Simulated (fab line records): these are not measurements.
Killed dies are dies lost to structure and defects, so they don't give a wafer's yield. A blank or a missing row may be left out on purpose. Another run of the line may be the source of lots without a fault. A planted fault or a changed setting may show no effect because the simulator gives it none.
The same fault as seen by 2 desks + flow sky130 + every desk sees just its own numbers, and what lay behind them comes last

## AT THE TOOL OWNER'S DESK: rtp_anneal-01
At SKY_SD_N_RTA_14 (time 2 s), the tool's own readings, given per lot that ran on this tool as the mean of the sampled wafers with a number. A lot is out of limits, marked OUT, if its mean lies more than 4 standard deviations from the usual mean; the brackets give that distance.
Columns: A = lamp_power_pct at SKY_SD_N_RTA_14, usual 15.74 %; B = wafer_temp_C_max at SKY_SD_N_RTA_14, usual 1078.2
| lot  | first seen here | A     | B      |
|------|-----------------|-------|--------|
| L344 | day 28 11:13    | 15.69 | 1077.6 |
| L351 | day 31 06:54    | 15.72 | 1077.1 |
| L354 | day 31 21:02    | 15.77 | 1079.0 |
| L362 | day 34 03:29    | 15.77 | 1077.8 |
| L364 | day 34 15:08    | 15.75 | 1078.2 |
| L366 | day 35 12:26    | 15.74 | 1079.3 |
This desk's verdict: no lot among the 6 shows anything out of limits.

## FROM THE METROLOGY DESK
Lot by lot, what the gauges showed, no matter which tool ran the lot: averages of those sampled wafers that carry a number. A lot is out of limits, marked OUT, if its mean lies more than 4 standard deviations from the usual mean; the brackets give that distance.
Columns: A = SD_N_RS at SKY_SD_N_RS_MEAS_16, usual 68.59 ohm/sq; B = SD_P_RS at SKY_SD_N_RS_MEAS_17, usual 147.1 ohm/sq
| lot  | first seen here | A               | B               |
|------|-----------------|-----------------|-----------------|
| L344 | day 28 11:25    | 68.61           | 147.1           |
| L345 | day 28 12:20    | 68.62           | 147.4           |
| L351 | day 31 07:04    | 71.24 (+22) OUT | 162.5 (+47) OUT |
| L354 | day 31 21:12    | 71.32 (+23) OUT | 162.0 (+45) OUT |
| L357 | day 32 17:25    | 68.42           | 146.7           |
| L359 | day 33 09:17    | 68.56           | 146.8           |
| L360 | day 33 17:35    | 68.39           | 147.0           |
| L362 | day 34 03:40    | 68.54           | 146.9           |
| L363 | day 34 08:51    | 68.70           | 147.5           |
| L364 | day 34 15:19    | 68.75           | 147.6           |
| L366 | day 35 12:36    | 68.72           | 147.3           |
Per this desk, out of limits: L351, L354; the first was L351, day 31 07:04 (SD_N_RS at SKY_SD_N_RS_MEAS_16). In limits: L344, L345, L357, L359, L360, L362, L363, L364, L366.

## BROUGHT TOGETHER
The metrology desk could have raised an alarm at day 31 07:04, on L351, L354.
The desk of the tool owner found nothing out of limits.
Tool owner's desk: L351, L354 on record, inside its limits.
SKY_SD_N_RTA_14 was run on rtp_anneal-01 by each of the lots named.

## WHAT HAD BEEN PUT IN BY THE SIMULATOR
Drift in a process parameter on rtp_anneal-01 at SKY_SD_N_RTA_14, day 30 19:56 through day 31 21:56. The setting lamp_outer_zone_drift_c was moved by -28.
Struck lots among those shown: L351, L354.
Delay in hours, fault start to first out-of-limits reading, per desk: metrology desk 11.
